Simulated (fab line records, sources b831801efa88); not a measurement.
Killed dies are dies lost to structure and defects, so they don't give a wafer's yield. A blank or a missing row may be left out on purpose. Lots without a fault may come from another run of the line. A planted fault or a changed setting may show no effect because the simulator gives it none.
fab line records | flow sfq_line | part 1 of 2: steps 1 to 25 of 36
record lots=5 wafers=15 last_day=91
route steps=325 shown M5@207 A5B@209 R5@212 I5@228 C5@240
lots that met no fault: from a run of the same line without faults
start_h: hours from the record's first day to the start of the lot's first wafer shown | wait_h: hours since the lot's step before | " the same as in the row above | L1.1+2: a row that stands for several wafers | - no value, or no start given | * or withheld: withheld | < > ~ a bound
route shown NAME@n: a module of which the file shows steps, and the number in the route of the first | usual: mean/standard deviation of fault-free wafers | same: alike in all rows | chamber/n: place in a boat | sites: the reading at each site | _std_site: their standard deviation | _edge_site: outer sites' mean less inner sites' | radius_mm: how far each site lies from the wafer's centre | mask NAME#n: copy n | behind: the tool/chamber that last shaped the wafer | hold: why the lot was held/for how many hours/how that ended | device: the transistor (n, p or np) that didn't switch | end of line: the same wafers' tests at the end of the route | a step without rows: its recipe alone | killed: dies lost to structure and defects at the first sort, not the wafer's yield | map: a wafer's dies, x killed, . not, _ none there
set.NAME: the setting as run; set.NAME@STEP: as run at that earlier step | model.NAME: the simulator's own value behind a step, which no gauge read
lots at some steps of the route; a table a step, a row a wafer
services: from which hour (start_h, from the record's first day; less than 0 if before it) a tool's chamber was out of use, for how many hours, and why
## steps
# step SFQ_TRILAYER_M5_STRIP_STRIP_127
# recipe gas=O2 power_w=200 platen_temp_c=40 overash_fraction=0.65 chemistry=O2 pressure_mtorr=50
# usual drypump_motor_current_A=5.8/0.36 oes_product_au=1.000/0.0076 platen_temp_c=40.01/0.11
# columns lot.wafer tool chamber start_h wait_h drypump_motor_current_A oes_product_au platen_temp_c rf_hours_counter_h
L089.2 rie_metal-02 0 1633.50 0.1 6.0 0.993 40.01 81
L089.3 " 0 " " 6.1 0.994 40.01 -
L089.6 " 0 " " 6.1 0.983 39.77 -
L091.1 rie_metal-01 0 1664.70 0.1 5.4 0.998 40.05 27
L091.3 " 0 " " 5.4 0.999 40.28 -
L091.5 " 0 " " 5.3 1.002 40.05 -
L092.1 rie_metal-02 1 1665.90 0.1 5.6 1.003 40.06 37
L092.2 " 0 " " 6.1 0.994 40.08 88
L092.3 " 0 " " 6.1 0.997 39.96 -
L094.2 rie_metal-02 0 1668.30 0.1 6.1 0.989 40.03 89
L094.3 " 1 " " 5.6 0.996 40.13 -
L094.5 " 1 " " 5.6 0.994 39.96 -
L095.2 rie_metal-03 1 1669.50 0.1 6.0 1.004 39.91 70
L095.3 " 1 " " 6.0 1.010 40.09 -
L095.4 " 0 " " 6.4 1.009 40.00 -
# step SFQ_TRILAYER_M5_STRIP_SOLV_CLEAN_128
# recipe chemistry=NMP temp_c=70 time_s=600
# usual bath_guard_temp_C=70.2/0.54
# columns lot.wafer tool chamber start_h wait_h bath_guard_temp_C
L089.2 wet_bench-01 0 1634.10 0.4 71.0
L089.3 " 1 " " 69.2
L089.6 " 2 " " 70.3
L091.1 wet_bench-03 4 1665.30 0.4 71.0
L091.3 " 5 " " 70.5
L091.5 " 0 " " 71.5
L092.1 wet_bench-02 2 1666.50 0.4 70.3
L092.2 " 6 " " 70.6
L092.3 " 1 " " 70.6
L094.2 wet_bench-02 2 1668.90 0.4 70.2
L094.3 " 5 " " 69.9
L094.5 " 3 " " 69.3
L095.2 wet_bench-01 0 1670.10 0.4 70.7
L095.3 " 6 " " 69.7
L095.4 " 5 " " 70.1
# step SFQ_TRILAYER_A5B_DEP_PECVD_129
# recipe material=SiO2 temp_c=150 time_s=133.33 pressure_torr=2.4 rf_w=183.3 precursor=SiH4/N2O target_thk_nm=600
# usual heater_power_w=92/13 throttle_valve_pct=24.8/1.2
# columns lot.wafer tool chamber start_h wait_h heater_power_w throttle_valve_pct
L089.2 pecvd-04 2 1634.28 0.0 79 23.4
L089.3 " 0 " " 86 22.4
L089.6 " 1 " " 92 24.0
L091.1 pecvd-03 2 1665.48 0.0 69 24.3
L091.3 " 0 " " 106 26.6
L091.5 " 1 " " 83 24.7
L092.1 pecvd-01 1 1666.68 0.0 102 26.4
L092.2 " 2 " " 108 25.0
L092.3 " 0 " " 89 25.7
L094.2 pecvd-03 2 1669.08 0.0 57 24.5
L094.3 " 0 " " 92 26.5
L094.5 " 0 " " 101 26.6
L095.2 pecvd-01 1 1670.28 0.0 102 26.5
L095.3 " 0 " " 100 25.8
L095.4 " 0 " " 103 26.0
# step SFQ_TRILAYER_A5B_CMP_CMP_130
# recipe stop_on=Nb down_force_psi=3 platen_rpm=60 target_thk_nm=340.7
# usual edge_zone_pressure_frac=0.999/0.0044 motor_current_A=9.9/0.91 retaining_ring_pressure_frac=1.000/0.0042
# columns lot.wafer tool chamber start_h wait_h edge_zone_pressure_frac motor_current_A retaining_ring_pressure_frac
L089.2 cmp-02 1 1636.70 2.4 1.000 10.7 1.000
L089.3 " 0 1638.20 3.9 1.003 9.9 1.003
L089.6 " 2 1639.20 4.8 1.007 9.7 0.994
L091.1 cmp-02 0 1667.65 2.1 1.006 10.9 0.998
L091.3 " 1 " " 0.995 10.2 1.003
L091.5 " 0 1669.65 4.1 1.005 10.5 1.003
L092.3 cmp-01 3 1668.61 1.9 0.998 9.5 1.000
L092.2 " 0 " " 1.002 8.3 0.996
L092.1 " 2 1670.11 3.4 0.997 9.7 1.006
L094.2 cmp-02 3 1673.46 4.3 0.988 11.4 1.006
L094.3 " 1 1674.46 5.3 0.998 10.0 0.993
L094.5 " 0 1675.96 6.8 1.004 10.3 0.997
L095.3 cmp-01 2 1675.11 4.8 1.000 9.0 0.998
L095.2 " 3 " " 0.994 10.9 1.004
L095.4 " 0 " " 0.996 8.4 1.002
# step SFQ_TRILAYER_A5B_METRO_MEASURE_131
# usual thk_nm=339/4.5
# columns lot.wafer tool chamber start_h wait_h thk_nm
L089.2 film_metro-04 - 1639.90 2.7 343
L089.3 " - " " 340
L089.6 " - " " 344
L091.1 film_metro-02 - 1670.15 2.0 335
L091.3 " - " " 332
L091.5 " - " " 332
L092.1 film_metro-03 - 1671.61 1.0 328
L092.2 " - " " 337
L092.3 " - " " 335
L094.2 film_metro-02 - 1676.66 2.7 341
L094.3 " - " " 336
L094.5 " - " " 340
L095.2 film_metro-03 - 1677.81 1.7 340
L095.3 " - " " 343
L095.4 " - " " 332
# step SFQ_TRILAYER_R5_DEP_SPUTTER_132
# recipe material=Ti base_pressure_pa=1.33e-06 target_thk_nm=5 power_w=2000 time_s=5 chamber_pressure_pa=0.4
# usual base_pressure_pa=1.33e-06/9.5e-08 throttle_valve_pct=30.4/1.1
# columns lot.wafer tool chamber start_h wait_h base_pressure_pa throttle_valve_pct
L089.2 pvd_sputter-04 - 1640.90 0.8 1.38e-06 31.9
L089.3 " - " " 1.45e-06 31.3
L089.6 " - " " 1.48e-06 32.1
L091.1 pvd_sputter-03 - 1671.35 1.0 1.31e-06 28.9
L091.3 " - " " 1.24e-06 30.1
L091.5 " - " " 1.35e-06 29.1
L092.1 pvd_sputter-04 - 1672.81 1.0 1.4e-06 30.6
L092.2 " - " " 1.25e-06 29.5
L092.3 " - " " 1.42e-06 31.9
L094.2 pvd_sputter-04 - 1677.66 0.8 1.25e-06 32.1
L094.3 " - " " 1.34e-06 30.7
L094.5 " - " " 1.45e-06 29.4
L095.2 pvd_sputter-05 - 1678.81 0.8 1.34e-06 29.2
L095.3 " - " " 1.32e-06 30.0
L095.4 " - " " 1.37e-06 29.2
# step SFQ_TRILAYER_R5_DEP_SPUTTER_133
# recipe material=MoNx base_pressure_pa=1.33e-06 target_thk_nm=40 power_w=1000 time_s=66.7 chamber_pressure_pa=0.4
# usual base_pressure_pa=1.33e-06/9.1e-08 throttle_valve_pct=30.4/1
# columns lot.wafer tool chamber start_h wait_h base_pressure_pa throttle_valve_pct
L089.2 pvd_sputter-04 - 1640.92 0.0 1.43e-06 31.7
L089.3 " - " " 1.34e-06 31.4
L089.6 " - " " 1.3e-06 31.7
L091.1 pvd_sputter-03 - 1671.37 0.0 1.34e-06 29.1
L091.3 " - " " 1.25e-06 29.8
L091.5 " - " " 1.27e-06 29.0
L092.1 pvd_sputter-04 - 1672.83 0.0 1.34e-06 30.7
L092.2 " - " " 1.35e-06 29.6
L092.3 " - " " 1.32e-06 31.8
L094.2 pvd_sputter-04 - 1677.68 0.0 1.15e-06 31.8
L094.3 " - " " 1.35e-06 30.6
L094.5 " - " " 1.19e-06 29.5
L095.2 pvd_sputter-05 - 1678.83 0.0 1.19e-06 29.2
L095.3 " - " " 1.46e-06 29.8
L095.4 " - " " 1.32e-06 29.3
# step SFQ_TRILAYER_R5_DEP_SPUTTER_134
# recipe material=Ti base_pressure_pa=1.33e-06 target_thk_nm=5 power_w=2000 time_s=5 chamber_pressure_pa=0.4
# usual base_pressure_pa=1.32e-06/9e-08 throttle_valve_pct=30.4/1
# columns lot.wafer tool chamber start_h wait_h base_pressure_pa throttle_valve_pct
L089.2 pvd_sputter-04 - 1640.97 0.0 1.37e-06 31.6
L089.3 " - " " 1.37e-06 31.3
L089.6 " - " " 1.3e-06 31.5
L091.1 pvd_sputter-03 - 1671.42 0.0 1.28e-06 29.0
L091.3 " - " " 1.25e-06 29.8
L091.5 " - " " 1.33e-06 28.9
L092.1 pvd_sputter-04 - 1672.88 0.0 1.21e-06 30.8
L092.2 " - " " 1.33e-06 29.6
L092.3 " - " " 1.31e-06 31.7
L094.2 pvd_sputter-04 - 1677.73 0.0 1.27e-06 31.8
L094.3 " - " " 1.33e-06 30.6
L094.5 " - " " 1.32e-06 29.5
L095.2 pvd_sputter-05 - 1678.88 0.0 1.34e-06 29.1
L095.3 " - " " 1.33e-06 30.1
L095.4 " - " " 1.27e-06 29.4
# step SFQ_R5_RS_MEAS_933
# recipe thk_meas_gauge=four-point-probe reads=Ti_of_TRILAYER_R5_DEP_SPUTTER_134+MoNx_of_TRILAYER_R5_DEP_SPUTTER_133+Ti_of_TRILAYER_R5_DEP_SPUTTER_132
# usual R5_MONX_RS=7.05/0.063
# columns lot.wafer tool chamber start_h wait_h R5_MONX_RS[ohm/sq]
L089.2 film_metro-01 - 1641.01 0.0 7.09
L089.3 " - " " 7.05
L089.6 " - " " 7.14
L091.1 film_metro-01 - 1671.44 0.0 7.17
L091.3 " - " " 7.11
L091.5 " - " " 7.16
L092.1 film_metro-04 - 1672.90 0.0 6.97
L092.2 " - " " 7.05
L092.3 " - " " 7.04
L094.2 film_metro-04 - 1677.77 0.0 7.17
L094.3 " - " " 7.07
L094.5 " - " " 7.09
L095.2 film_metro-01 - 1678.92 0.0 6.97
L095.3 " - " " 7.02
L095.4 " - " " 6.96
# step SFQ_R5_THK_MEAS_934
# recipe thk_meas_gauge=xrf reads=MoNx_of_TRILAYER_R5_DEP_SPUTTER_133
# usual R5_MONX_THK=40.4/0.44
# columns lot.wafer tool chamber start_h wait_h R5_MONX_THK[nm]
L089.2 film_metro-01 - 1641.12 0.1 40.0
L089.3 " - " " 40.7
L089.6 " - " " 40.0
L091.1 film_metro-01 - 1671.56 0.1 39.4
L091.3 " - " " 40.1
L091.5 " - " " 39.4
L092.1 film_metro-04 - 1673.02 0.1 41.1
L092.2 " - " " 40.6
L092.3 " - " " 40.4
L094.2 film_metro-04 - 1677.88 0.1 39.9
L094.3 " - " " 40.2
L094.5 " - " " 40.2
L095.2 film_metro-01 - 1679.03 0.1 40.8
L095.3 " - " " 40.6
L095.4 " - " " 40.6
# step SFQ_TRILAYER_R5_LITHO_COAT_141
# recipe resist=BARC spin_rpm=3000 resist_thk_nm=62
# columns lot.wafer tool chamber start_h wait_h
L089.2+3+6 litho_track-04 0 1641.22 0.1
L091.1+3+5 litho_track-02 0 1671.62 0.1
L092.1+2+3 litho_track-04 0 1673.08 0.1
L094.2+3+5 litho_track-02 0 1677.98 0.1
L095.2+3+4 litho_track-03 0 1679.13 0.1
# step SFQ_TRILAYER_R5_LITHO_COAT_136
# recipe resist=KrF spin_rpm=3000 resist_thk_nm=600
# columns lot.wafer tool chamber start_h wait_h
L089.2+3+6 litho_track-04 0 1641.52 0.2
L091.1+3+5 litho_track-02 0 1671.92 0.2
L092.1+2+3 litho_track-04 0 1673.38 0.2
L094.2+3+5 litho_track-02 0 1678.28 0.2
L095.2+3+4 litho_track-03 0 1679.43 0.2
# step SFQ_TRILAYER_R5_LITHO_SOFTBAKE_140
# recipe temp_c=withheld time_s=withheld resist=KrF
# columns lot.wafer tool chamber start_h wait_h
L089.2+3+6 litho_track-04 0 1641.80 0.2
L091.1+3+5 litho_track-02 0 1672.22 0.2
L092.1+2+3 litho_track-04 0 1673.68 0.2
L094.2+3+5 litho_track-02 0 1678.55 0.2
L095.2+3+4 litho_track-03 0 1679.71 0.2
# step SFQ_TRILAYER_R5_LITHO_EXPOSE_137
# recipe mask_id=R5 na=0.6 source_shape=conventional sigma_outer=0.65 target_cd_nm=500 dose_mj=14.4
# usual focus_offset_nm=0.0/0.57
# same na=0.6
# columns lot.wafer tool chamber start_h wait_h mask focus_offset_nm
L089.2 krf_scanner-01 0 1731.57 - R5#0 0.5
L089.3 " 0 " " R5#0 -0.7
L089.6 " 0 " " R5#0 -0.1
L091.1 krf_scanner-01 0 1768.57 - R5#0 0.2
L091.3 " 0 " " R5#0 -0.5
L091.5 " 0 " " R5#0 -0.5
L092.1 krf_scanner-01 0 1769.77 - R5#0 0.7
L092.2 " 0 " " R5#0 0.0
L092.3 " 0 " " R5#0 -0.3
L094.2 krf_scanner-01 0 1775.97 - R5#0 0.0
L094.3 " 0 " " R5#0 -0.5
L094.5 " 0 " " R5#0 -0.5
L095.2 krf_scanner-01 0 1777.17 - R5#0 -0.4
L095.3 " 0 " " R5#0 -1.3
L095.4 " 0 " " R5#0 -1.1
# step SFQ_TRILAYER_R5_LITHO_PEB_139
# recipe peb_temp_c=115 peb_time_s=60 resist=KrF
# columns lot.wafer tool chamber start_h wait_h
L089.2+3+6 litho_track-02 0 1732.59 0.8
L091.1+3+5 litho_track-04 0 1769.77 1.0
L092.1+2+3 litho_track-04 0 1770.97 1.0
L094.2+3+5 litho_track-04 0 1776.99 0.8
L095.2+3+4 litho_track-02 0 1778.19 0.8
# step SFQ_TRILAYER_R5_LITHO_DEVELOP_138
# recipe time_s=60 resist=KrF
# columns lot.wafer tool chamber start_h wait_h
L089.2+3+6 litho_track-02 0 1732.74 0.1
L091.1+3+5 litho_track-04 0 1769.92 0.1
L092.1+2+3 litho_track-04 0 1771.12 0.1
L094.2+3+5 litho_track-04 0 1777.14 0.1
L095.2+3+4 litho_track-02 0 1778.34 0.1
# step SFQ_R5_OVL_MEAS_935
# usual R5_OVL=-2/5.3
# columns lot.wafer tool chamber start_h wait_h R5_OVL[nm]
L089.2 overlay-01 - 1732.87 0.1 -8
L089.3 " - " " -3
L089.6 " - " " -3
L091.1 overlay-01 - 1770.07 0.1 -8
L091.3 " - " " -9
L091.5 " - " " -8
L092.1 overlay-01 - 1771.27 0.1 -7
L092.2 " - " " -16
L092.3 " - " " -12
L094.2 overlay-01 - 1777.27 0.1 -2
L094.3 " - " " -3
L094.5 " - " " -1
L095.2 overlay-01 - 1778.47 0.1 3
L095.3 " - " " -2
L095.4 " - " " 4
# step SFQ_TRILAYER_R5_BARC_OPEN_METAL_ETCH_177
# recipe mask_material=PR chemistry=O2 target_depth_nm=125 target=BARC icp_w=600 bias_w=80 pressure_mtorr=10 time_s=41.7
# usual drypump_motor_current_A=6.1/0.49 oes_product_au=0.685/0.0043
# columns lot.wafer tool chamber start_h wait_h drypump_motor_current_A oes_product_au rf_hours_counter_h
L089.2 rie_metal-01 1 1732.90 0.0 5.6 0.694 100
L089.3 " 1 " " 5.6 0.685 -
L089.6 " 0 " " 5.4 0.687 -
L091.1 rie_metal-01 1 1770.10 0.0 5.6 0.688 104
L091.3 " 0 " " 5.4 0.683 -
L091.5 " 0 " " 5.4 0.684 -
L092.1 rie_metal-04 0 1771.30 0.0 6.5 0.691 41
L092.2 " 1 " " 6.6 0.686 51
L092.3 " 1 " " 6.6 0.684 -
L094.2 rie_metal-03 0 1777.30 0.0 6.4 0.682 93
L094.3 " 0 " " 6.3 0.684 -
L094.5 " 0 " " 6.4 0.681 -
L095.2 rie_metal-04 0 1778.50 0.0 6.4 0.683 42
L095.3 " 1 " " 6.6 0.694 -
L095.4 " 0 " " 6.4 0.688 -
# step SFQ_TRILAYER_R5_ETCH_METAL_ETCH_139
# recipe stop_on=SiO2 mask_material=PR chemistry=Cl2 target_depth_nm=60 icp_w=600 bias_w=80 pressure_mtorr=10 time_s=40
# usual drypump_motor_current_A=6.1/0.49 oes_product_au=0.990/0.0053
# columns lot.wafer tool chamber start_h wait_h drypump_motor_current_A oes_product_au rf_hours_counter_h
L089.2 rie_metal-01 1 1732.96 0.0 5.6 0.985 100
L089.3 " 1 " " 5.6 0.982 -
L089.6 " 0 " " 5.4 0.993 -
L091.1 rie_metal-01 1 1770.16 0.0 5.6 0.996 104
L091.3 " 0 " " 5.4 0.980 -
L091.5 " 0 " " 5.4 0.988 -
L092.1 rie_metal-04 0 1771.36 0.0 6.5 0.995 41
L092.2 " 1 " " 6.6 0.980 51
L092.3 " 1 " " 6.6 0.990 -
L094.2 rie_metal-03 0 1777.36 0.0 6.3 0.985 93
L094.3 " 0 " " 6.4 0.987 -
L094.5 " 0 " " 6.4 0.987 -
L095.2 rie_metal-04 0 1778.56 0.0 6.4 1.006 42
L095.3 " 1 " " 6.6 0.993 -
L095.4 " 0 " " 6.5 0.990 -
# step SFQ_TRILAYER_R5_STRIP_STRIP_140
# recipe gas=O2 power_w=200 platen_temp_c=40 overash_fraction=0.65 chemistry=O2 pressure_mtorr=50
# usual drypump_motor_current_A=6.1/0.48 oes_product_au=1.003/0.0079 platen_temp_c=40.01/0.11
# columns lot.wafer tool chamber start_h wait_h drypump_motor_current_A oes_product_au platen_temp_c rf_hours_counter_h
L089.2 rie_metal-01 1 1733.02 0.0 5.6 1.001 39.91 100
L089.3 " 1 " " 5.6 0.993 40.16 -
L089.6 " 0 " " 5.4 0.995 39.92 -
L091.1 rie_metal-01 1 1770.22 0.0 5.6 1.006 40.06 104
L091.3 " 0 " " 5.4 0.998 40.07 -
L091.5 " 0 " " 5.4 1.003 39.98 -
L092.1 rie_metal-04 0 1771.42 0.0 6.4 1.015 40.25 41
L092.2 " 1 " " 6.6 1.006 40.21 51
L092.3 " 1 " " 6.6 1.004 40.23 -
L094.2 rie_metal-03 0 1777.42 0.0 6.3 1.002 40.00 93
L094.3 " 0 " " 6.4 0.999 40.04 -
L094.5 " 0 " " 6.4 1.008 39.98 -
L095.2 rie_metal-04 0 1778.62 0.0 6.5 1.012 39.92 42
L095.3 " 1 " " 6.6 1.014 40.14 -
L095.4 " 0 " " 6.5 1.011 40.06 -
# step SFQ_TRILAYER_R5_STRIP_SOLV_CLEAN_141
# recipe chemistry=NMP temp_c=70 time_s=600
# usual bath_guard_temp_C=70.0/0.56
# columns lot.wafer tool chamber start_h wait_h bath_guard_temp_C
L089.2 wet_bench-04 4 1733.62 0.4 69.7
L089.3 " 5 " " 69.7
L089.6 " 6 " " 69.7
L091.1 wet_bench-02 7 1770.82 0.4 69.5
L091.3 " 5 " " 69.7
L091.5 " 4 " " 69.5
L092.1 wet_bench-03 7 1772.02 0.4 69.7
L092.2 " 3 " " 69.4
L092.3 " 4 " " 70.9
L094.2 wet_bench-02 2 1778.02 0.4 70.5
L094.3 " 3 " " 69.4
L094.5 " 7 " " 70.3
L095.2 wet_bench-04 0 1779.22 0.4 69.6
L095.3 " 4 " " 69.5
L095.4 " 1 " " 69.6
# step SFQ_TRILAYER_A5C_DEP_PECVD_142
# recipe material=SiO2 temp_c=150 time_s=15.556 pressure_torr=2.4 rf_w=183.3 precursor=SiH4/N2O target_thk_nm=70
# usual heater_power_w=94/13 throttle_valve_pct=24.6/1.3
# columns lot.wafer tool chamber start_h wait_h heater_power_w throttle_valve_pct
L089.2 pecvd-03 2 1733.79 0.0 61 24.3
L089.3 " 1 " " 87 24.6
L089.6 " 0 " " 101 27.1
L091.1 pecvd-01 2 1771.01 0.0 98 23.5
L091.3 " 0 " " 95 24.1
L091.5 " 0 " " 98 24.3
L092.1 pecvd-01 1 1772.19 0.0 111 22.4
L092.2 " 2 " " 111 23.3
L092.3 " 0 " " 92 23.8
L094.2 pecvd-02 0 1778.19 0.0 96 23.6
L094.3 " 1 " " 86 25.3
L094.5 " 0 " " 98 23.9
L095.2 pecvd-01 0 1779.41 0.0 96 24.1
L095.3 " 2 " " 113 23.2
L095.4 " 1 " " 104 22.5
# step SFQ_TRILAYER_I5_LITHO_COAT_149
# recipe resist=BARC spin_rpm=3000 resist_thk_nm=62
# columns lot.wafer tool chamber start_h wait_h
L089.2+3+6 litho_track-01 0 1733.87 0.1
L091.1+3+5 litho_track-01 0 1771.15 0.1
L092.1+2+3 litho_track-02 0 1772.22 0.0
L094.2+3+5 litho_track-03 0 1778.27 0.1
L095.2+3+4 litho_track-01 0 1779.49 0.1
# step SFQ_TRILAYER_I5_LITHO_COAT_144
# recipe resist=KrF spin_rpm=3000 resist_thk_nm=650
# columns lot.wafer tool chamber start_h wait_h
L089.2+3+6 litho_track-01 0 1734.17 0.2
L091.1+3+5 litho_track-01 0 1771.45 0.2
L092.1+2+3 litho_track-02 0 1772.52 0.2
L094.2+3+5 litho_track-03 0 1778.57 0.2
L095.2+3+4 litho_track-01 0 1779.79 0.2
# step SFQ_TRILAYER_I5_LITHO_SOFTBAKE_148
# recipe temp_c=withheld time_s=withheld resist=KrF
# columns lot.wafer tool chamber start_h wait_h
L089.2+3+6 litho_track-01 0 1734.45 0.2
L091.1+3+5 litho_track-01 0 1771.75 0.2
L092.1+2+3 litho_track-02 0 1772.82 0.2
L094.2+3+5 litho_track-03 0 1778.85 0.2
L095.2+3+4 litho_track-01 0 1780.06 0.2
